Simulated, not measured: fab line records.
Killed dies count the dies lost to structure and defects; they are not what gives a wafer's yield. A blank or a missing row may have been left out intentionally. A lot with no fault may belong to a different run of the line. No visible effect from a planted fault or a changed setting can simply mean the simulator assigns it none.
Split-lot study    flow sfq_line    23 wafers read from 5 lots, route of 325 steps

SPLIT DETAILS
At SFQ_TRILAYER_M8_DEP_EVAP_198 (material Pt, target thk 50 nm, time 250 s), the setting time_s was moved away from the recipe's 250 s on 5 of the 23 wafers read, by +8.8% to +10.6%. The other wafers ran this setting at the recipe's value.

The reading comes from the split's own step.

THE READING
Pt_of_TRILAYER_M8_DEP_EVAP_198.thk_nm (the simulator's own value, which no gauge read), in nm, at SFQ_TRILAYER_M8_DEP_EVAP_198 (material Pt, target thk 50 nm, time 250 s). No usual value for it is given in the file. Here, 18 wafers ran the recipe; their average is 50.30 nm with a standard deviation of 0.35 nm.

wafer   tool, chamber at the split  time_s as run, s  against the recipe  Pt_of_TRILAYER_M8_DEP_EVAP_198.thk_nm, nm  against lot-mates on the recipe
L078.2  pvd_sputter-02, -           250               recipe              50.71                                      -
L078.3  pvd_sputter-02, -           250               recipe              50.37                                      -
L078.4  pvd_sputter-02, -           272               +8.8%               54.83                                      +4.47
L078.5  pvd_sputter-02, -           272               +8.8%               54.56                                      +4.20
L078.6  pvd_sputter-02, -           250               recipe              50                                         -
L079.1  pvd_sputter-01, -           250               recipe              49.67                                      -
L079.2  pvd_sputter-01, -           250               recipe              50.3                                       -
L079.3  pvd_sputter-01, -           250               recipe              49.96                                      -
L081.1  pvd_sputter-01, -           276.4             +10.6%              55.28                                      +4.39
L081.2  pvd_sputter-01, -           250               recipe              50.76                                      -
L081.4  pvd_sputter-01, -           250               recipe              51.02                                      -
L081.5  pvd_sputter-01, -           276.4             +10.6%              56.19                                      +5.30
L081.6  pvd_sputter-01, -           276.4             +10.6%              55.85                                      +4.96
L083.1  pvd_sputter-01, -           250               recipe              50.68                                      -
L083.3  pvd_sputter-01, -           250               recipe              49.98                                      -
L083.4  pvd_sputter-01, -           250               recipe              50.56                                      -
L083.5  pvd_sputter-01, -           250               recipe              49.75                                      -
L083.6  pvd_sputter-01, -           250               recipe              50.34                                      -
L084.1  pvd_sputter-02, -           250               recipe              50.41                                      -
L084.6  pvd_sputter-02, -           250               recipe              50.41                                      -
L084.2  pvd_sputter-02, -           250               recipe              50.1                                       -
L084.3  pvd_sputter-02, -           250               recipe              50.25                                      -
L084.5  pvd_sputter-02, -           250               recipe              50.15                                      -

FIT RESULTS
A straight line over all 23 wafers: Pt_of_TRILAYER_M8_DEP_EVAP_198.thk_nm changes by +0.512 nm for each +1% of time_s; r = +0.99; the points scatter about the line by 0.36 nm.
The same after taking each lot's own level away (the mean of its wafers on the recipe; 23 wafers): +0.472 nm for each +1%; r = +0.99; scatter 0.29 nm.
Per that fit: largest time_s move, reading shift of 5 nm.
Across the lots, their own levels run from 49.977 to 50.890 nm, a range of 2.6 times the standard deviation given above.
So the lot-to-lot level changes the slope little: the two slopes agree.
Check: +5.16 nm against its lot-mates is what the line predicts for one of the wafers moved furthest among these (+10.6%) when that wafer is left out of the fit. It came out at +4.39 nm against them.

FURTHER SPLITS ON THESE WAFERS
Note: prior to the reading, these wafers also went through further splits. Each is held against what the fit with the lots' levels taken away leaves over:
other split on the same wafers           wafers away from the commonest value  r with Pt_of_TRILAYER_M8_DEP_EVAP_198.thk_nm (lot level and that fit taken away)
SFQ_TRILAYER_M8_LITHO_COAT_193 spin_rpm  10                                    +0.15

FILE'S OWN FIT
Pt_of_TRILAYER_M8_DEP_EVAP_198.thk_nm changes by +0.475 nm for each +1% of time_s, r = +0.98.
